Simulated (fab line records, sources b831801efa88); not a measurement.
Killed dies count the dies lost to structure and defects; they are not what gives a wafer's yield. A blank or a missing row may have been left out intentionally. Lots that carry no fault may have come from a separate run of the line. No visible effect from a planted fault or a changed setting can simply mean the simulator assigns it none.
What tool caused it? | flow sky130 | Sampling: 14 lots, 42 wafers, 2 of 708 route steps

## WHAT EACH GAUGE READ, for each wafer
SKY_CAP2M_THK_MEAS_01. Usual: CAP2M_CVD_00_THK typically reads 15.50 nm, with standard deviation 0.2.
lot  | measured     | on           | CAP2M_CVD_00_THK (nm) | flag
L629 | day 39 22:47 | filmMetro-01 | 15.50 15.22 15.44     | 
L630 | day 40 01:51 | filmMetro-02 | 15.39 15.39 15.45     | 
L631 | day 40 10:25 | filmMetro-01 | 15.65 15.63 15.63     | 
L632 | day 40 15:43 | filmMetro-04 | 15.53 15.80 15.77     | 
L633 | day 41 03:34 | filmMetro-02 | 15.44 16.06 15.69     | 
L635 | day 41 15:50 | filmMetro-01 | 15.33 15.48 15.67     | 
L634 | day 41 20:07 | filmMetro-01 | 15.52 15.57 15.59     | 
L636 | day 42 04:47 | filmMetro-04 | 15.39 15.45 15.68     | 
L637 | day 42 13:25 | filmMetro-01 | 15.69 15.63 16.08     | 
L638 | day 42 22:22 | filmMetro-04 | 15.24 15.49 15.43     | 
L644 | day 44 08:59 | filmMetro-04 | 15.01 15.22 15.50     | 
L646 | day 44 16:57 | filmMetro-01 | 15.40 15.44 15.46     | 
L650 | day 45 22:44 | filmMetro-04 | 15.69 15.74 15.86     | 
L651 | day 46 02:34 | filmMetro-02 | 15.59 15.42 15.67     | 

SKY_CAP2M_THK_MEAS_04: measures by xrf. Usual: CAP2M_TIN_THK typically reads 201.3 nm, with standard deviation 2.
lot  | measured     | on           | CAP2M_TIN_THK (nm) | flag
L629 | day 39 23:05 | filmMetro-02 | 202.9 200.2 201.2  | 
L630 | day 40 02:08 | filmMetro-01 | 198.9 199.4 200.5  | 
L631 | day 40 10:42 | filmMetro-02 | 199.0 200.4 200.4  | 
L632 | day 40 16:01 | filmMetro-02 | 201.9 202.3 199.9  | 
L633 | day 41 03:52 | filmMetro-04 | 201.2 201.7 198.4  | 
L635 | day 41 16:08 | filmMetro-04 | 199.7 198.3 200.5  | 
L634 | day 41 20:24 | filmMetro-04 | 199.9 199.7 198.1  | 
L636 | day 42 05:04 | filmMetro-02 | 201.8 204.6 204.7  | 
L637 | day 42 13:42 | filmMetro-04 | 201.6 202.2 199.4  | 
L638 | day 42 22:39 | filmMetro-02 | 203.4 203.1 204.8  | 
L644 | day 44 09:16 | filmMetro-02 | 205.3 205.2 205.0  | 
L646 | day 44 17:14 | filmMetro-01 | 198.7 198.5 199.9  | 
L650 | day 45 23:01 | filmMetro-02 | 202.9 199.3 200.1  | 
L651 | day 46 02:52 | filmMetro-04 | 199.6 199.6 201.1  | 

## WHAT TOOL EACH LOT RAN ON (gives the tool, then ch and the chambers of the sampled wafers, and finally the start)
The record shows no process step preceding these readings.

## AS READ BY THE TOOLS THEMSELVES (means over the sampled wafers that have a number; for cases with no such wafer, the mark the record gives instead)
The record holds no such reading with a usual standard deviation.

## THE ANSWER, worked out from the rows above alone
Rule: a lot is off if the mean of its wafers that have a number lies more than 3 standard deviations from the usual mean. Also off: a lot with no number at a reading for which 4 or more lots have one. Where the step has rows for the other lots, those lots are counted as sound. First the gauges in route order, then the tools' own readings, where a lot's mean is used as printed above. The first step at which some lot is off is used, and at that step the reading that is off furthest; a lot without a number counts as furthest.
Nothing can be told from this: no lot is off at any reading shown.

## WHAT THE SIMULATOR HAD INSERTED
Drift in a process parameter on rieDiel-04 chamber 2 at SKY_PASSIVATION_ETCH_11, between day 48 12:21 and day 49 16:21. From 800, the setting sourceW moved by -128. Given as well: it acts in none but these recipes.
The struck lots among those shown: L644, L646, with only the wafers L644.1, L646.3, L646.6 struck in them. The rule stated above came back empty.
